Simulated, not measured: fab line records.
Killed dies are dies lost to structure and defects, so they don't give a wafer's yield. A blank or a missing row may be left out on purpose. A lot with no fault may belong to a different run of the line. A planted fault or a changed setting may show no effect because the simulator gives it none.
Matching of chambers	flow gf180mcu	GF_V3_ETCH_16 on rie diel-02: 4 sister chambers
The step etches BARC in N2/H2. 14 wafers are shown with their chamber, then 7 later ones without.

EACH WAFER AND ITS CHAMBER
wafer	chamber	drypump motor current A (A)	rf fwd power W (W)	oes product au (a.u.)
L075.3	0	5.6	495.7	0.855
L075.5	2	4.9	495.4	0.849
L075.6	1	5.3	495.7	0.854
L080.1	3	5.8	496.0	0.857
L080.2	1	5.3	497.3	0.858
L080.4	2	5.0	494.2	0.856
L085.2	1	5.3	498.2	0.856
L085.3	0	5.6	496.4	0.853
L085.6	3	5.8	496.2	0.860
L087.2	2	5.0	492.2	0.851
L087.5	1	5.3	497.8	0.856
L087.6	2	5.0	494.2	0.858
L091.1	0	5.6	495.2	0.847
L091.2	2	5.0	495.2	0.857

SIGNATURES (means of the wafers above)
reading	chamber 0	chamber 1	chamber 2	chamber 3	scatter within a chamber
drypump motor current A	5.600	5.300	4.980	5.800	0.0283
rf fwd power W	495.767	497.250	494.240	496.100	1.04
oes product au	0.85167	0.85600	0.85420	0.85850	0.00332
Rule: for each reading, subtract the chamber's mean from the wafer's reading, divide by that reading's scatter and square the result; add these up over the readings and take the root, which gives the wafer's distance from the chamber. If the next closest chamber is less than 2 further off than the closest, the wafer can't be placed; otherwise it belongs to the closest. The scatter is the square root of a quotient: the sum, over the shown wafers, of each reading's squared deviation from its chamber's mean, divided by wafers minus chambers.

WAFERS MISSING THEIR CHAMBER
wafer	drypump motor current A (A)	rf fwd power W (W)	oes product au (a.u.)
L091.5	5.6	492.9	0.855
L094.1	5.0	493.4	0.850
L094.3	5.3	497.4	0.849
L094.6	5.0	491.9	0.856
L097.1	5.6	495.7	0.865
L097.3	5.3	500.0	0.861
L097.5	5.0	497.6	0.857

EACH ONE'S CHAMBER
wafer	from the rows above	in truth
L091.5	0	0
L094.1	2	2
L094.3	1	1
L094.6	2	2
L097.1	0	0
L097.3	1	1
L097.5	2	2
Placed correctly: 7 of 7. From these rows, 0 cannot be placed. Number placed wrongly: 0.
